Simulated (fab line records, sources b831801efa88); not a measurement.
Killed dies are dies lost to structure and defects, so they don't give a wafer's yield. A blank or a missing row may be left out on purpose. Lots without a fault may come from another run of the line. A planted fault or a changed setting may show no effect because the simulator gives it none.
fab line records | flow sky130
record lots=11 wafers=33 last_day=49
route steps=708 shown METAL1@451 METAL2@483 PAD_OPEN@708
lots that met no fault: from a run of the same line without faults
start_h: hours from the record's first day to the start of the lot's first wafer shown | wait_h: hours since the lot's step before | " the same as in the row above | L1.1+2: a row that stands for several wafers | - no value, or no start given | * or withheld: withheld | < > ~ a bound
route shown NAME@n: a module of which the file shows steps, and the number in the route of the first | usual: mean/standard deviation of fault-free wafers | same: alike in all rows | chamber/n: place in a boat | sites: the reading at each site | _std_site: their standard deviation | _edge_site: outer sites' mean less inner sites' | radius_mm: how far each site lies from the wafer's centre | mask NAME#n: copy n | behind: the tool/chamber that last shaped the wafer | hold: why the lot was held/for how many hours/how that ended | device: the transistor (n, p or np) that didn't switch | end of line: the same wafers' tests at the end of the route | a step without rows: its recipe alone | killed: dies lost to structure and defects at the first sort, not the wafer's yield | map: a wafer's dies, x killed, . not, _ none there
set.NAME: the setting as run; set.NAME@STEP: as run at that earlier step | model.NAME: the simulator's own value behind a step, which no gauge read
steps of the route over a sample of lots; a table a step, a row a wafer
services: from which hour (start_h, from the record's first day; less than 0 if before it) a tool's chamber was out of use, for how many hours, and why
## steps
# step SKY_METAL1_DESCUM_17
# recipe chemistry=O2 source_power_w=150 bias_power_w=0 pressure_mtorr=10 temp_c=40 time_s=8
# usual drypump_motor_current_A=5.8/0.4 oes_product_au=0.997/0.008
# same time_s=8
# columns lot.wafer tool chamber start_h wait_h drypump_motor_current_A oes_product_au rf_hours_counter_h
L937.2 rie_metal-03 0 750.95 0.0 6.0 0.984 12
L937.4 " 1 " " 5.7 1.001 -
L937.6 " 1 " " 5.6 0.998 -
L938.3 rie_metal-04 0 783.56 0.0 6.5 1.006 -
L938.4 " 1 " " 5.1 0.990 -
L938.5 " 0 " " 6.5 0.996 -
L941.1 rie_metal-01 1 790.59 0.0 5.7 1.011 10
L941.5 " 0 " " 5.6 0.999 -
L941.6 " 1 " " 5.7 1.010 -
L943.1 rie_metal-03 1 808.34 0.0 5.5 0.987 1
L943.2 " 0 " " 6.0 0.996 15
L943.3 " 0 " " 6.0 0.998 -
L944.2 rie_metal-03 1 813.41 0.0 5.7 0.995 -
L944.5 " 1 " " 5.6 0.999 -
L944.6 " 1 " " 5.7 0.994 -
L945.1 rie_metal-03 1 819.99 0.0 5.7 0.991 2
L945.2 " 1 " " 5.6 0.995 -
L945.5 " 1 " " 5.6 0.993 -
L946.3 rie_metal-03 1 824.77 0.0 5.7 1.010 -
L946.4 " 1 " " 5.7 0.999 -
L946.6 " 1 " " 5.6 0.996 -
L954.4 rie_metal-04 0 898.35 0.0 6.4 0.990 -
L954.5 " 0 " " 6.5 0.987 -
L954.6 " 1 " " 5.1 0.989 -
L956.1 rie_metal-01 1 905.54 0.0 5.7 0.996 16
L956.2 " 0 " " 5.6 0.979 11
L956.6 " 1 " " 5.7 1.012 -
L957.3 rie_metal-04 1 906.25 0.0 5.1 0.987 -
L957.4 " 0 " " 6.5 0.992 -
L957.6 " 0 " " 6.5 0.999 -
L959.1 rie_metal-03 0 919.69 0.0 6.0 1.001 4
L959.4 " 0 " " 6.0 1.003 -
L959.6 " 1 " " 5.6 0.993 -
# step SKY_METAL2_SPUTTER_00
# recipe material=Ti target_thk_nm=15 power_w=3000 time_s=10 chamber_pressure_pa=0.4
# usual cathode_dc_power_W=2999.9/0.54 chamber_pressure_pa=0.4001/0.00071 throttle_valve_pct=30.8/1.3 time_s=10/0
# columns lot.wafer tool chamber start_h wait_h cathode_dc_power_W chamber_pressure_pa throttle_valve_pct time_s
L937.2 pvd_sputter-03 - 780.47 0.2 3000.7 0.3997 29.6 10
L937.4 " - " " 3000.1 0.3984 32.8 10
L937.6 " - " " 2998.6 0.4000 32.8 10
L938.3 pvd_sputter-01 - 811.12 0.2 3000.2 0.3986 30.5 10
L938.4 " - " " 3000.0 0.4002 30.0 10
L938.5 " - " " 2999.8 0.4006 32.8 10
L941.1 pvd_sputter-01 - 816.95 0.1 3000.4 0.4003 30.2 10
L941.5 " - " " 3000.2 0.4004 30.6 10
L941.6 " - " " 2999.3 0.3994 30.3 10
L943.1 pvd_sputter-01 - 833.71 0.2 2999.7 0.3996 32.8 10
L943.2 " - " " 3000.2 0.3996 29.9 10
L943.3 " - " " 2999.3 0.4002 30.2 10
L944.2 pvd_sputter-01 - 838.66 0.2 - - - -
L944.5 " - " " - - - -
L944.6 " - " " - - - -
L945.1 pvd_sputter-04 - 847.31 0.2 - - - -
L945.2 " - " " - - - -
L945.5 " - " " - - - -
L946.3 pvd_sputter-03 - 852.60 0.1 - - - -
L946.4 " - " " - - - -
L946.6 " - " " - - - -
L954.4 pvd_sputter-01 - 926.71 0.1 3000.4 0.3993 30.5 10
L954.5 " - " " 3000.3 0.3986 33.0 10
L954.6 " - " " 3000.0 0.4011 30.4 10
L956.1 pvd_sputter-03 - 933.60 0.1 2999.7 0.4002 29.3 10
L956.2 " - " " 3000.8 0.3991 32.3 10
L956.6 " - " " 3000.2 0.3998 32.4 10
L957.3 pvd_sputter-04 - 934.22 0.2 2999.7 0.4005 30.1 10
L957.4 " - " " 3000.5 0.4006 30.4 10
L957.6 " - " " 3000.1 0.3998 29.4 10
L959.1 pvd_sputter-03 - 947.16 0.1 3000.3 0.4005 32.2 10
L959.4 " - " " 2999.7 0.4007 30.6 10
L959.6 " - " " 2999.2 0.4002 32.1 10
# step SKY_METAL2_SPUTTER_02
# recipe material=AlCu target_thk_nm=250 power_w=10600 time_s=13.3 chamber_pressure_pa=0.4
# usual cathode_dc_power_W=10600/1.8 chamber_pressure_pa=0.4000/0.00087 throttle_valve_pct=30.8/1.2
# same time_s=13.3
# columns lot.wafer tool chamber start_h wait_h cathode_dc_power_W chamber_pressure_pa throttle_valve_pct
L937.2 pvd_sputter-03 - 780.52 0.0 10601 0.3991 29.4
L937.4 " - " " 10601 0.4001 32.9
L937.6 " - " " 10600 0.4006 32.7
L938.3 pvd_sputter-01 - 811.17 0.0 10601 0.3995 30.6
L938.4 " - " " 10600 0.3996 30.5
L938.5 " - " " 10601 0.4008 33.2
L941.1 pvd_sputter-01 - 816.99 0.0 10600 0.4008 30.4
L941.5 " - " " 10601 0.3999 30.8
L941.6 " - " " 10598 0.3990 30.3
L943.1 pvd_sputter-01 - 833.76 0.0 10598 0.3989 32.7
L943.2 " - " " 10601 0.4008 30.2
L943.3 " - " " 10599 0.3994 30.1
L944.2 pvd_sputter-01 - 838.71 0.0 10600 0.3983 30.6
L944.5 " - " " 10599 0.4020 30.4
L944.6 " - " " 10602 0.3986 30.5
L945.1 pvd_sputter-04 - 847.36 0.0 10600 0.3995 29.9
L945.2 " - " " 10598 0.4014 29.7
L945.5 " - " " 10599 0.4017 29.9
L946.3 pvd_sputter-03 - 852.65 0.0 10599 0.4001 32.0
L946.4 " - " " 10599 0.4007 30.5
L946.6 " - " " 10597 0.3996 32.4
L954.4 pvd_sputter-01 - 926.76 0.0 10600 0.4012 30.2
L954.5 " - " " 10600 0.4001 32.8
L954.6 " - " " 10598 0.3986 30.5
L956.1 pvd_sputter-03 - 933.65 0.0 10601 0.3996 29.4
L956.2 " - " " 10600 0.3998 32.4
L956.6 " - " " 10598 0.3993 32.4
L957.3 pvd_sputter-04 - 934.27 0.0 10604 0.3985 30.2
L957.4 " - " " 10600 0.4002 30.6
L957.6 " - " " 10601 0.4001 29.7
L959.1 pvd_sputter-03 - 947.21 0.0 10597 0.3983 32.3
L959.4 " - " " 10601 0.3996 30.5
L959.6 " - " " 10599 0.3989 32.4
# step SKY_METAL2_SPUTTER_04
# recipe material=TiN target_thk_nm=70 power_w=6500 time_s=58.3 chamber_pressure_pa=0.4
# usual cathode_dc_power_W=6500.0/1.2 chamber_pressure_pa=0.4000/0.00082 throttle_valve_pct=30.8/1.2
# same time_s=58.3
# columns lot.wafer tool chamber start_h wait_h cathode_dc_power_W chamber_pressure_pa throttle_valve_pct
L937.2 pvd_sputter-03 - 780.56 0.0 6496.8 0.4007 29.3
L937.4 " - " " 6503.8 0.3992 32.7
L937.6 " - " " 6500.2 0.3995 32.8
L938.3 pvd_sputter-01 - 811.21 0.0 6500.8 0.3990 30.4
L938.4 " - " " 6497.4 0.3998 30.3
L938.5 " - " " 6499.7 0.4000 33.1
L941.1 pvd_sputter-01 - 817.04 0.0 6500.3 0.4005 30.4
L941.5 " - " " 6498.3 0.4000 30.4
L941.6 " - " " 6499.8 0.3990 30.2
L943.1 pvd_sputter-01 - 833.80 0.0 6502.1 0.4011 33.1
L943.2 " - " " 6498.7 0.4000 30.2
L943.3 " - " " 6498.6 0.4002 30.5
L944.2 pvd_sputter-01 - 838.75 0.0 6500.0 0.4006 30.5
L944.5 " - " " 6498.2 0.3988 30.5
L944.6 " - " " 6501.9 0.4008 30.5
L945.1 pvd_sputter-04 - 847.41 0.0 6497.6 0.3997 29.8
L945.2 " - " " 6502.4 0.3999 29.6
L945.5 " - " " 6500.7 0.4006 29.6
L946.3 pvd_sputter-03 - 852.69 0.0 6499.1 0.4001 32.2
L946.4 " - " " 6500.2 0.4013 30.6
L946.6 " - " " 6500.2 0.3996 32.5
L954.4 pvd_sputter-01 - 926.80 0.0 6500.8 0.3990 30.4
L954.5 " - " " 6500.0 0.4000 33.0
L954.6 " - " " 6499.9 0.4000 30.5
L956.1 pvd_sputter-03 - 933.69 0.0 6500.5 0.4009 29.4
L956.2 " - " " 6500.3 0.4004 32.4
L956.6 " - " " 6498.9 0.3987 32.4
L957.3 pvd_sputter-04 - 934.31 0.0 6500.1 0.3997 30.0
L957.4 " - " " 6500.3 0.3992 30.6
L957.6 " - " " 6500.2 0.4010 29.5
L959.1 pvd_sputter-03 - 947.25 0.0 6500.9 0.3991 32.1
L959.4 " - " " 6498.0 0.4001 30.6
L959.6 " - " " 6500.0 0.3985 32.3
# step SKY_PAD_OPEN_PROBE_99
# usual defect_limited_yield=82.6/1.8 killed_at_M0_to_M3=44/6.5 killed_at_M4_up=3.3/1.9 killed_at_contacts=23/4.7 killed_at_front_end=15/4.5 killed_at_other=0.2/0.52 killed_dies=86/8.9 killed_open=47/6.8 killed_short=39/6.1 sort_bin_3_pad_short=0.8/0.44 sort_bin_5_function=10.3/1.4 sort_bin_6_memory=6.3/1.1 sort_n_pass=406/8.9 sort_yield_pct=82.6/1.8
# same gross_dies=492 killed_at_back_side=0 sort_bin_4_leakage[%]=0 sort_bin_8_speed[%]=0
# columns lot.wafer tool chamber start_h wait_h defect_limited_yield[%] killed_at_M0_to_M3 killed_at_M4_up killed_at_contacts killed_at_front_end killed_at_other killed_dies killed_open killed_short sort_bin_3_pad_short[%] sort_bin_5_function[%] sort_bin_6_memory[%] sort_n_pass sort_yield_pct[%]
L946.3 prober-02 - 1119.68 0.2 85.4 33 3 22 14 0 72 41 31 0.6 7.3 6.7 420 85.4
L946.4 prober-02 - 1119.73 0.2 82.9 48 7 13 16 0 84 47 37 1.0 10.2 5.9 408 82.9
L946.6 prober-02 - 1119.83 0.2 84.1 27 2 21 27 1 78 41 37 1.4 9.8 4.7 414 84.1
L957.3 prober-02 - 1180.56 0.2 83.7 40 6 24 10 0 80 40 40 1.0 9.8 5.5 412 83.7
L957.4 prober-02 - 1180.61 0.2 83.9 37 6 25 11 0 79 39 40 0.8 9.3 5.9 413 83.9
L957.6 prober-02 - 1180.71 0.2 86.0 33 2 22 12 0 69 36 33 0.8 5.9 7.3 423 86.0
# killed by level:class
L946.3 CONTACT:geometric_particle:open=9 VIA1:geometric_particle:open=7 CONTACT:geometric_particle:short=6 METAL1:geometric_particle:short=5 VIA2:geometric_particle:short=5 FIELD_ISO:geometric_particle:open=4 POLY_GATE:geometric_particle:open=4 LI_CONTACT:geometric_particle:open=4
L946.4 VIA1:geometric_particle:open=11 METAL2:geometric_particle:short=6 VIA3:geometric_particle:open=6 FIELD_ISO:geometric_particle:open=5 VIA1:geometric_particle:short=5 POLY_GATE:geometric_particle:short=5 VIA2:geometric_particle:open=5 CONTACT:geometric_particle:open=4
L946.6 FIELD_ISO:geometric_particle:open=9 FIELD_ISO:geometric_particle:short=9 LI_CONTACT:geometric_particle:open=8 VIA3:geometric_particle:open=7 CONTACT:geometric_particle:short=5 VIA2:geometric_particle:short=5 VIA1:geometric_particle:open=4 CONTACT:geometric_particle:open=4
L957.3 CONTACT:geometric_particle:open=12 VIA1:geometric_particle:open=8 CONTACT:geometric_particle:short=6 METAL1:geometric_particle:short=5 METAL2:geometric_particle:short=5 FIELD_ISO:geometric_particle:short=4 LI_CONTACT:geometric_particle:open=4 VIA1:geometric_particle:short=4
L957.4 VIA1:geometric_particle:open=9 CONTACT:geometric_particle:open=7 VIA3:geometric_particle:open=7 LI_CONTACT:geometric_particle:open=6 FIELD_ISO:geometric_particle:short=5 LI_CONTACT:geometric_particle:short=5 METAL4:geometric_particle:short=4 CONTACT:geometric_particle:short=4
L957.6 LI_CONTACT:geometric_particle:open=12 METAL1:geometric_particle:short=7 VIA1:geometric_particle:open=6 POLY_GATE:geometric_particle:short=5 CONTACT:geometric_particle:open=5 VIA2:geometric_particle:open=5 METAL2:geometric_particle:short=4 LOCAL_INTERCONNECT:geometric_particle:short=3
## services
# columns tool chamber start_h hours kind
rie_metal-01 - 727.97 2.8 pm
pvd_sputter-01 - 748.54 4.8 repair
pvd_sputter-01 - 752.33 1.5 repair
rie_metal-03 1 759.50 - clean
rie_metal-03 1 759.50 17.1 scheduled_down
rie_metal-03 1 759.50 17.1 vent_cycle
pvd_sputter-03 - 776.29 1.1 repair
rie_metal-03 - 782.67 2.5 repair
rie_metal-03 - 789.75 1.4 pm
rie_metal-04 - 796.49 1.1 repair
pvd_sputter-03 - 801.65 2.0 repair
rie_metal-04 0 803.90 6.0 repair
rie_metal-03 0 809.49 - clean
rie_metal-03 0 809.49 23.7 scheduled_down
rie_metal-03 0 809.49 23.7 vent_cycle
pvd_sputter-04 - 817.15 10.1 repair
pvd_sputter-01 - 874.42 11.0 repair
rie_metal-01 1 923.62 8.6 repair
## key
first_sign step=SKY_METAL2_SPUTTER_00 reading=tool_record direction=missing
effect none on later readings
met_at SKY_METAL2_SPUTTER_00
struck_lots L944,L945,L946
not_acting_at SKY_METAL1_DESCUM_17,SKY_METAL2_SPUTTER_02,SKY_METAL2_SPUTTER_04
onset_between 833.71 838.66
fault kind=skipped_step_whole tool=pvd_sputter-01,pvd_sputter-03,pvd_sputter-04 chamber=- onset_h=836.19 steps=SKY_METAL2_SPUTTER_00 scope=struck_lots_only
